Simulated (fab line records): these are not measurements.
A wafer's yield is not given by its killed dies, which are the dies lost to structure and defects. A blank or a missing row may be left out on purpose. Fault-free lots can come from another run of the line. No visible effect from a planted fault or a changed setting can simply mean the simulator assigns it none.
Which tool is to blame? / flow gf180mcu / 39 wafers from 13 lots sampled at 4 of the route's 602 steps

WHAT EACH GAUGE READ, for each wafer
GF_TOP_METAL_RS_MEAS_05: measurement is done with a four-point probe. Usual: TOP_METAL_ALCU_RS gives 0.0330 ohm/sq (standard deviation 0.00042).
lot=L196; measured=day 26 21:47; on=film-metro-02; TOP_METAL_ALCU_RS (ohm/sq)=0.0325 0.0326 0.0332; flag=
lot=L198; measured=day 27 17:22; on=film-metro-01; TOP_METAL_ALCU_RS (ohm/sq)=0.0335 0.0330 0.0332; flag=
lot=L199; measured=day 28 01:46; on=film-metro-02; TOP_METAL_ALCU_RS (ohm/sq)=0.0328 0.0332 0.0329; flag=
lot=L200; measured=day 28 06:10; on=film-metro-02; TOP_METAL_ALCU_RS (ohm/sq)=0.0334 0.0333 0.0328; flag=
lot=L201; measured=day 28 14:13; on=film-metro-03; TOP_METAL_ALCU_RS (ohm/sq)=0.0332 0.0325 0.0329; flag=
lot=L202; measured=day 29 03:43; on=film-metro-01; TOP_METAL_ALCU_RS (ohm/sq)=0.0337 0.0329 0.0332; flag=
lot=L204; measured=day 29 22:04; on=film-metro-02; TOP_METAL_ALCU_RS (ohm/sq)=0.0333 0.0330 0.0329; flag=
lot=L210; measured=day 31 08:32; on=film-metro-01; TOP_METAL_ALCU_RS (ohm/sq)=0.0328 0.0333 0.0328; flag=
lot=L214; measured=day 32 11:40; on=film-metro-03; TOP_METAL_ALCU_RS (ohm/sq)=0.0320 0.0324 0.0323; flag=
lot=L213; measured=day 32 10:46; on=film-metro-03; TOP_METAL_ALCU_RS (ohm/sq)=0.0327 0.0329 0.0323; flag=
lot=L215; measured=day 32 16:36; on=film-metro-01; TOP_METAL_ALCU_RS (ohm/sq)=0.0331 0.0333 0.0334; flag=
lot=L217; measured=day 33 02:24; on=film-metro-02; TOP_METAL_ALCU_RS (ohm/sq)=0.0328 0.0322 0.0325; flag=
lot=L219; measured=day 33 15:26; on=film-metro-01; TOP_METAL_ALCU_RS (ohm/sq)=0.0334 0.0325 0.0331; flag=

TOOL THAT RAN EACH LOT (tool first, then ch and the chambers of the sampled wafers, then the start)
lot=L196; GF_V4_CLEAN_20=wet-bench-03 ch 0, day 24 01:48; GF_V5_ETCH_16=rie-diel-01 ch 0,1,3, day 26 20:11; GF_V5_STRIP_18=plasma-asher-03 ch 0,1, day 26 20:20
lot=L198; GF_V4_CLEAN_20=wet-bench-03 ch 3, day 24 22:13; GF_V5_ETCH_16=rie-diel-04 ch 0,1,3, day 27 15:44; GF_V5_STRIP_18=plasma-asher-01 ch 0,1, day 27 15:53
lot=L199; GF_V4_CLEAN_20=wet-bench-03 ch 1, day 25 07:42; GF_V5_ETCH_16=rie-diel-01 ch 0,1, day 28 00:09; GF_V5_STRIP_18=plasma-asher-03 ch 0,1, day 28 00:18
lot=L200; GF_V4_CLEAN_20=wet-bench-04 ch 0, day 25 13:57; GF_V5_ETCH_16=rie-diel-02 ch 0,1,3, day 28 04:31; GF_V5_STRIP_18=plasma-asher-01 ch 0,1, day 28 04:40
lot=L201; GF_V4_CLEAN_20=wet-bench-03 ch 1, day 25 21:37; GF_V5_ETCH_16=rie-diel-04 ch 1,3, day 28 12:35; GF_V5_STRIP_18=plasma-asher-04 ch 0,1, day 28 12:46
lot=L202; GF_V4_CLEAN_20=wet-bench-03 ch 3, day 26 12:13; GF_V5_ETCH_16=rie-diel-01 ch 0,1, day 29 02:05; GF_V5_STRIP_18=plasma-asher-03 ch 0,1, day 29 02:14
lot=L204; GF_V4_CLEAN_20=wet-bench-04 ch 0, day 27 07:02; GF_V5_ETCH_16=rie-diel-04 ch 0,1,2, day 29 20:26; GF_V5_STRIP_18=plasma-asher-04 ch 0,1, day 29 20:35
lot=L210; GF_V4_CLEAN_20=wet-bench-04 ch 0, day 28 20:57; GF_V5_ETCH_16=rie-diel-02 ch 1,2,3, day 31 06:56; GF_V5_STRIP_18=plasma-asher-01 ch 0,1, day 31 07:05
lot=L214; GF_V4_CLEAN_20=wet-bench-04 ch 1, day 30 01:01; GF_V5_ETCH_16=rie-diel-04 ch 0,1,2, day 32 09:42; GF_V5_STRIP_18=plasma-asher-01 ch 0,1, day 32 09:51
lot=L213; GF_V4_CLEAN_20=wet-bench-02 ch 0, day 30 01:03; GF_V5_ETCH_16=rie-diel-01 ch 2,3, day 32 09:08; GF_V5_STRIP_18=plasma-asher-01 ch 0,1, day 32 09:17
lot=L215; GF_V4_CLEAN_20=wet-bench-03 ch 0, day 30 07:34; GF_V5_ETCH_16=rie-diel-04 ch 0,1, day 32 15:00; GF_V5_STRIP_18=plasma-asher-03 ch 0,1, day 32 15:09
lot=L217; GF_V4_CLEAN_20=wet-bench-02 ch 2, day 30 17:30; GF_V5_ETCH_16=rie-diel-02 ch 1,2,3, day 33 00:35; GF_V5_STRIP_18=plasma-asher-01 ch 0,1, day 33 00:44
lot=L219; GF_V4_CLEAN_20=wet-bench-03 ch 3, day 31 08:49; GF_V5_ETCH_16=rie-diel-01 ch 0,3, day 33 13:50; GF_V5_STRIP_18=plasma-asher-04 ch 1, day 33 13:59
- GF_V4_CLEAN_20: cleans in DIW.
- GF_V5_ETCH_16: etches BARC in N2/H2.
- GF_V5_STRIP_18: strips in O2/N2.

AS READ BY THE TOOLS THEMSELVES (means over the sampled wafers that have a number; for cases with no such wafer, the mark the record gives instead)
GF_V5_ETCH_16. Usual: bias-w 100.0 W, standard deviation 0.3; drypump-motor-current-A 5.7 A, standard deviation 0.51; oes-product-au 0.854 a.u., standard deviation 0.0044; throttle-valve-pct 13.225 %, standard deviation 0.0084.
lot=L196; tool=rie-diel-01; bias-w (W)=100.1; drypump-motor-current-A (A)=5.6; oes-product-au (a.u.)=0.858; throttle-valve-pct (%)=13.224; flag=
lot=L198; tool=rie-diel-04; bias-w (W)=99.9; drypump-motor-current-A (A)=5.5; oes-product-au (a.u.)=0.853; throttle-valve-pct (%)=13.220; flag=
lot=L199; tool=rie-diel-01; bias-w (W)=100.4; drypump-motor-current-A (A)=5.2; oes-product-au (a.u.)=0.853; throttle-valve-pct (%)=13.223; flag=
lot=L200; tool=rie-diel-02; bias-w (W)=100.1; drypump-motor-current-A (A)=5.9; oes-product-au (a.u.)=0.854; throttle-valve-pct (%)=13.223; flag=
lot=L201; tool=rie-diel-04; bias-w (W)=100.1; drypump-motor-current-A (A)=5.3; oes-product-au (a.u.)=0.853; throttle-valve-pct (%)=13.223; flag=
lot=L202; tool=rie-diel-01; bias-w (W)=99.9; drypump-motor-current-A (A)=5.2; oes-product-au (a.u.)=0.853; throttle-valve-pct (%)=13.229; flag=
lot=L204; tool=rie-diel-04; bias-w (W)=100.2; drypump-motor-current-A (A)=5.9; oes-product-au (a.u.)=0.852; throttle-valve-pct (%)=13.220; flag=
lot=L210; tool=rie-diel-02; bias-w (W)=99.7; drypump-motor-current-A (A)=5.8; oes-product-au (a.u.)=0.856; throttle-valve-pct (%)=13.226; flag=
lot=L214; tool=rie-diel-04; bias-w (W)=99.8; drypump-motor-current-A (A)=5.9; oes-product-au (a.u.)=0.853; throttle-valve-pct (%)=13.223; flag=
lot=L213; tool=rie-diel-01; bias-w (W)=100.0; drypump-motor-current-A (A)=5.8; oes-product-au (a.u.)=0.854; throttle-valve-pct (%)=13.224; flag=
lot=L215; tool=rie-diel-04; bias-w (W)=100.0; drypump-motor-current-A (A)=5.6; oes-product-au (a.u.)=0.855; throttle-valve-pct (%)=13.220; flag=
lot=L217; tool=rie-diel-02; bias-w (W)=100.0; drypump-motor-current-A (A)=5.8; oes-product-au (a.u.)=0.857; throttle-valve-pct (%)=13.229; flag=
lot=L219; tool=rie-diel-01; bias-w (W)=100.1; drypump-motor-current-A (A)=5.6; oes-product-au (a.u.)=0.857; throttle-valve-pct (%)=13.221; flag=

GF_V5_STRIP_18. Usual: drypump-motor-current-A 6.2 A, standard deviation 0.37; heater-power-w 328 W, standard deviation 38; oes-product-au 0.568 a.u., standard deviation 0.0056.
lot=L196; tool=plasma-asher-03; drypump-motor-current-A (A)=5.9; heater-power-w (W)=331; oes-product-au (a.u.)=0.572; flag=
lot=L198; tool=plasma-asher-01; drypump-motor-current-A (A)=6.5; heater-power-w (W)=337; oes-product-au (a.u.)=0.569; flag=
lot=L199; tool=plasma-asher-03; drypump-motor-current-A (A)=5.9; heater-power-w (W)=333; oes-product-au (a.u.)=0.564; flag=
lot=L200; tool=plasma-asher-01; drypump-motor-current-A (A)=6.4; heater-power-w (W)=351; oes-product-au (a.u.)=0.569; flag=
lot=L201; tool=plasma-asher-04; drypump-motor-current-A (A)=6.0; heater-power-w (W)=292; oes-product-au (a.u.)=0.574; flag=
lot=L202; tool=plasma-asher-03; drypump-motor-current-A (A)=6.3; heater-power-w (W)=360; oes-product-au (a.u.)=0.568; flag=
lot=L204; tool=plasma-asher-04; drypump-motor-current-A (A)=6.0; heater-power-w (W)=289; oes-product-au (a.u.)=0.564; flag=
lot=L210; tool=plasma-asher-01; drypump-motor-current-A (A)=6.5; heater-power-w (W)=335; oes-product-au (a.u.)=0.562; flag=
lot=L214; tool=plasma-asher-01; drypump-motor-current-A (A)=6.5; heater-power-w (W)=339; oes-product-au (a.u.)=0.568; flag=
lot=L213; tool=plasma-asher-01; drypump-motor-current-A (A)=6.5; heater-power-w (W)=337; oes-product-au (a.u.)=0.564; flag=
lot=L215; tool=plasma-asher-03; drypump-motor-current-A (A)=5.9; heater-power-w (W)=330; oes-product-au (a.u.)=0.567; flag=
lot=L217; tool=plasma-asher-01; drypump-motor-current-A (A)=6.5; heater-power-w (W)=340; oes-product-au (a.u.)=0.567; flag=
lot=L219; tool=plasma-asher-04; drypump-motor-current-A (A)=6.0; heater-power-w (W)=292; oes-product-au (a.u.)=0.564; flag=

THE ANSWER, worked out from the rows above alone
Rule: take the mean of a lot's wafers that have a number; if it is more than 3 standard deviations from the usual mean, the lot is off. Also off: a lot with no number at a reading for which 4 or more lots have one. The other lots that the step has rows for count as sound. First the gauges in route order, then the tools' own readings, where a lot's mean is used as printed above. At the first step where some lot is off, the reading lying furthest off is the one used; lots without a number count as furthest.
Across all readings shown, no lot is off: no conclusion can be drawn from this.

WHAT THE SIMULATOR HAD PUT IN
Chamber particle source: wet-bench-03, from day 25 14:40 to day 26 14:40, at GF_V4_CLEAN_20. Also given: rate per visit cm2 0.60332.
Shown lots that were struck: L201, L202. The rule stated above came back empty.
